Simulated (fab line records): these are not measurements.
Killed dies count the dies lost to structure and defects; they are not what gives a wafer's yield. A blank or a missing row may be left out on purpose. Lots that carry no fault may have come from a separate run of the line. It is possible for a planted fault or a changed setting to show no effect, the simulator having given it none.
Which tool is to blame? ; flow sky130 ; 11 lots with 33 wafers sampled at 5 steps, on a route of 708 steps

WHAT THE GAUGES SHOWED, per wafer
SKY_LDD_N_OVL_MEAS_07.
lot;measured;on;LDD_N_OVL (nm)
L833;day 19 11:07;overlay-01;0.7 0.5 0.2
L834;day 19 16:40;overlay-01;0.2 0.1 0.8
L837;day 20 20:17;overlay-02;-0.4 -0.1 -0.8
L838;day 21 10:04;overlay-01;0.1 0.8 -0.2
L840;day 21 21:05;overlay-01;0.1 1.5 2.9
L842;day 23 00:49;overlay-01;1.5 2.0 1.3
L845;day 23 18:37;overlay-01;1.8 3.4 2.3
L848;day 24 16:15;overlay-01;-0.1 -0.1 -0.8
L850;day 25 06:37;overlay-01;1.9 0.5 0.1
L851;day 25 18:49;overlay-01;0.8 0.3 -1.3
L852;day 25 21:49;overlay-01;-1.3 -1.3 -1.0

WHICH TOOL RAN EACH LOT (tool, then ch and the chambers of the sampled wafers, then the start)
lot;SKY_SONOS_ONO_ETCH_15;SKY_RES_PROTECT_STRIP_07;SKY_POLY_GATE_COAT_08;SKY_POLY_GATE_STRIP_18
L833;rie-diel-03 ch 0,1, day 14 05:57;plasma-asher-03 ch 0,1, day 16 18:26;litho-track-02 ch 0, day 17 11:00;plasma-asher-03 ch 0,1, day 18 02:54
L834;rie-diel-03 ch 0,2,3, day 14 07:54;plasma-asher-02 ch 0,1, day 16 22:31;litho-track-01 ch 0, day 17 13:00;plasma-asher-01 ch 0,1, day 18 05:25
L837;rie-diel-04 ch 1,2,3, day 15 10:45;plasma-asher-02 ch 0,1, day 18 01:40;litho-track-03 ch 0, day 18 18:00;plasma-asher-02 ch 0,1, day 19 10:37
L838;rie-diel-03 ch 0,2,3, day 15 22:03;plasma-asher-02 ch 0,1, day 18 16:29;litho-track-01 ch 0, day 19 09:00;plasma-asher-03 ch 0,1, day 20 01:58
L840;rie-diel-03 ch 0,2,3, day 16 09:31;plasma-asher-03 ch 0,1, day 19 02:58;litho-track-01 ch 0, day 19 20:00;plasma-asher-01 ch 0,1, day 20 12:34
L842;rie-diel-04 ch 1,3, day 17 12:28;plasma-asher-03 ch 0,1, day 20 07:37;litho-track-01 ch 0, day 21 00:00;plasma-asher-02 ch 0,1, day 21 17:19
L845;rie-diel-02 ch 0,1,3, day 18 04:14;plasma-asher-03 ch 0,1, day 21 03:01;litho-track-01 ch 0, day 21 19:00;plasma-asher-03 ch 0,1, day 22 11:28
L848;rie-diel-03 ch 0,2,3, day 19 05:13;plasma-asher-02 ch 0,1, day 21 23:58;litho-track-03 ch 0, day 22 16:00;plasma-asher-02 ch 0,1, day 23 08:04
L850;rie-diel-03 ch 0,1, day 19 22:30;plasma-asher-02 ch 0,1, day 22 15:52;litho-track-02 ch 0, day 23 08:00;plasma-asher-02 ch 0,1, day 23 23:46
L851;rie-diel-03 ch 0,1,3, day 20 08:36;plasma-asher-03 ch 0,1, day 23 03:07;litho-track-02 ch 0, day 23 20:00;plasma-asher-02 ch 0,1, day 24 12:04
L852;rie-diel-03 ch 2,3, day 20 11:58;plasma-asher-02 ch 0,1, day 23 06:23;litho-track-03 ch 0, day 23 23:00;plasma-asher-02 ch 0,1, day 24 15:35
- SKY_SONOS_ONO_ETCH_15: etches the open film in CHF3/O2, target depth 19.52 nm, time 7.8 s.
- SKY_RES_PROTECT_STRIP_07: strips in O2/N2.
- SKY_POLY_GATE_COAT_08: resist thk 450 nm.
- SKY_POLY_GATE_STRIP_18: strips in O2/N2.

AS READ BY THE TOOLS THEMSELVES (means over the sampled wafers that have a number; for cases with no such wafer, the mark the record gives instead)
SKY_SONOS_ONO_ETCH_15.
lot;tool;drypump-motor-current-A (A);oes-product-au (a.u.);throttle-valve-pct (%)
L833;rie-diel-03;6.4;1.005;8.829
L834;rie-diel-03;5.2;1.003;8.829
L837;rie-diel-04;5.1;0.995;8.828
L838;rie-diel-03;5.2;1.004;8.831
L840;rie-diel-03;5.2;0.998;8.823
L842;rie-diel-04;4.9;0.999;8.823
L845;rie-diel-02;5.8;1.002;8.833
L848;rie-diel-03;5.2;0.993;8.827
L850;rie-diel-03;6.0;1.004;8.825
L851;rie-diel-03;5.7;1.007;8.829
L852;rie-diel-03;5.1;1.004;8.820

SKY_RES_PROTECT_STRIP_07.
lot;tool;drypump-motor-current-A (A);oes-product-au (a.u.);strip-time-to-endpoint-s (s)
L833;plasma-asher-03;5.34;0.514;23.30
L834;plasma-asher-02;5.61;0.520;23.30
L837;plasma-asher-02;5.56;0.517;23.33
L838;plasma-asher-02;5.61;0.519;23.31
L840;plasma-asher-03;5.24;0.520;23.37
L842;plasma-asher-03;5.34;0.515;23.34
L845;plasma-asher-03;5.26;0.519;23.24
L848;plasma-asher-02;5.59;0.518;23.30
L850;plasma-asher-02;5.56;0.511;23.25
L851;plasma-asher-03;5.24;0.519;23.27
L852;plasma-asher-02;5.55;0.517;23.27

SKY_POLY_GATE_COAT_08.
lot;tool;chill-plate-temp-C (C);spin-speed-rpm (rpm)
L833;litho-track-02;22.92;2996.6
L834;litho-track-01;23.10;3000.4
L837;litho-track-03;23.00;2997.7
L838;litho-track-01;22.93;3002.0
L840;litho-track-01;23.03;2998.8
L842;litho-track-01;23.14;3326.7
L845;litho-track-01;22.97;3328.7
L848;litho-track-03;23.05;3001.3
L850;litho-track-02;22.94;2998.2
L851;litho-track-02;23.00;2999.9
L852;litho-track-03;23.00;2999.1

SKY_POLY_GATE_STRIP_18.
lot;tool;drypump-motor-current-A (A);oes-product-au (a.u.);strip-time-to-endpoint-s (s)
L833;plasma-asher-03;5.24;0.362;3.16
L834;plasma-asher-01;5.91;0.363;3.15
L837;plasma-asher-02;5.55;0.365;3.21
L838;plasma-asher-03;5.34;0.360;3.16
L840;plasma-asher-01;5.75;0.361;3.16
L842;plasma-asher-02;5.60;0.354;2.90
L845;plasma-asher-03;5.24;0.353;2.89
L848;plasma-asher-02;5.57;0.355;3.14
L850;plasma-asher-02;5.61;0.359;3.13
L851;plasma-asher-02;5.61;0.365;3.14
L852;plasma-asher-02;5.59;0.361;3.16

THE ANSWER, worked out from the rows above alone
Rule: the lots themselves supply what counts as usual. The widest of any qualifying gaps counts: lots, ordered by their means at a reading, are off when they make up no more than a third of the lots, leave a main group of 4 or more, and stand apart from it by 3 or more times the standard deviation of that group's means. A main group is skipped when, at the precision printed for the reading in the tables above, its means are all equal. A lot without any number at a reading at which 4 lots or more have one is off too. Any other lot the step has rows for is counted as sound. Order of review: gauges by route order, followed by the tools' own readings, for which a lot's mean as printed above is used. At the first step where some lot is off, the reading lying furthest off is the one used; lots without a number count as furthest.
Off: L842, L845 (SKY_POLY_GATE_COAT_08, spin-speed-rpm). Mean 2999.3 rpm and standard deviation 1.6 in the main group.
If a tool, at that step or one of the process steps before it, ran each lot that is off and ran no sound lot following the first of them, it fits. One fits: SKY_POLY_GATE_COAT_08 on litho-track-01. Its last sound lot is L840 (day 19 20:00), its first lot that is off L842 (day 21 00:00): a fault that began between those two fits.
The tool's own readings at SKY_POLY_GATE_COAT_08 bear it out: on the lots that are off they differ by more than 5 times the standard deviation of the sound lots' means. spin-speed-rpm reads 3327.7 rpm there against 2999.3 rpm on the sound lots.

WHAT THE SIMULATOR HAD INSERTED
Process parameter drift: litho-track-01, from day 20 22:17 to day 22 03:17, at SKY_POLY_GATE_COAT_08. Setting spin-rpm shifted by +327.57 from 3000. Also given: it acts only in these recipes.
Lots struck among those shown: L842, L845. The rule given above showed the same thing.
